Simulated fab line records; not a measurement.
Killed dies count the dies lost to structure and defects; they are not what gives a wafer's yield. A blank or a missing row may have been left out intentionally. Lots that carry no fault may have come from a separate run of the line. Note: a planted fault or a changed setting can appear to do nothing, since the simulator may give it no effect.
Chamber matching -- flow sky130 -- 4 sister chambers for SKY_LI_CONTACT_CMP_24 on cmp-01
The step polishes, stops on PSG, t overpolish 20 s, target thk 0 nm. 18 wafers are shown with their chamber, then 9 later ones without.

WAFERS PAIRED WITH THEIR CHAMBERS
wafer,chamber,motorCurrentA (A)
L353.4,0,10.0
L353.5,1,10.7
L353.6,0,10.6
L354.1,0,10.8
L354.4,1,11.2
L354.5,3,11.5
L355.3,0,10.5
L355.5,1,10.8
L355.6,2,10.7
L360.1,3,11.1
L360.2,2,11.4
L360.4,0,10.6
L366.4,3,11.4
L366.5,0,10.6
L366.6,1,11.3
L367.1,2,10.5
L367.3,3,11.4
L367.6,2,10.9

SIGNATURES, as means of the wafers listed above
reading,chamber 0,chamber 1,chamber 2,chamber 3,scatter within a chamber
motorCurrentA,10.517,11.000,10.875,11.350,0.289
Rule: a wafer lies at a distance from a chamber equal to the root of the sum of squares, over the readings, of (its reading less the chamber's mean, divided by the reading's scatter). The wafer belongs to the nearest chamber; if the next one is less than 2 further off, it can't be placed. The scatter: take each reading less its chamber's mean, square it, sum over the shown wafers, divide by the number of wafers less the number of chambers, and take the root.

WAFERS MISSING THEIR CHAMBER
wafer,motorCurrentA (A)
L368.1,11.5
L368.3,10.7
L368.4,11.4
L370.3,11.1
L370.4,11.5
L370.5,11.1
L371.2,11.9
L371.4,10.8
L371.5,11.8

WHICH CHAMBER EACH ONE RAN IN
wafer,from the rows above,in truth
L368.1,can't be placed: 3 or 1 or 2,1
L368.3,can't be placed: 2 or 0 or 1 or 3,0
L368.4,can't be placed: 3 or 1 or 2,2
L370.3,can't be placed: 1 or 2 or 3 or 0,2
L370.4,can't be placed: 3 or 1 or 2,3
L370.5,can't be placed: 1 or 2 or 3 or 0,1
L371.2,can't be placed: 3 or 1 or 2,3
L371.4,can't be placed: 2 or 1 or 0 or 3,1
L371.5,can't be placed: 3 or 1 or 2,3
Correctly placed: 0 of 9. Unplaceable from these rows: 9, with the true chamber sitting among the candidates in 9. Wrongly placed: 0.
